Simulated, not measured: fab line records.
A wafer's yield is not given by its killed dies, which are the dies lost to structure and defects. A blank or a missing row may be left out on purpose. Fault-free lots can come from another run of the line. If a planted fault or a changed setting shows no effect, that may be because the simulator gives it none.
Which tool is to blame? -- flow gf180mcu -- 6 lots, 18 wafers sampled, at 1 step of a route of 602

## WHAT EACH GAUGE READ, for each wafer
GF_V3_THK_MEAS_01.
lot,measured,on,V3_CVD_00_THK (nm)
L505,day 21 21:47,film_metro-01,561 577 566
L507,day 22 17:03,film_metro-04,563 566 572
L510,day 23 15:40,film_metro-01,562 572 565
L513,day 24 12:18,film_metro-04,560 565 557
L520,day 26 22:30,film_metro-01,576 576 573
L524,day 28 02:06,film_metro-04,571 571 576

## WHICH TOOL RAN EACH LOT (tool, then ch and the chambers of the sampled wafers, then the start)
Record: no process step prior to these readings.

## THE ANSWER, worked out from the rows above alone
Rule: the usual values come from the lots themselves. Put in order of their means at a reading, lots are off if they are a third of the lots or fewer, leave a main group of 4 or more, and stand apart from it by a gap of 3 or more times the standard deviation of the main group's means; of several such gaps the widest counts. If all means in a main group match to the digits the tables above print for the reading, that group is not used. Also off: a lot with no number at a reading for which 4 or more lots have one. The other lots that the step has rows for count as sound.
No lot is off at any reading shown: from this, nothing can be told.

## WHAT THE SIMULATOR HAD INSERTED
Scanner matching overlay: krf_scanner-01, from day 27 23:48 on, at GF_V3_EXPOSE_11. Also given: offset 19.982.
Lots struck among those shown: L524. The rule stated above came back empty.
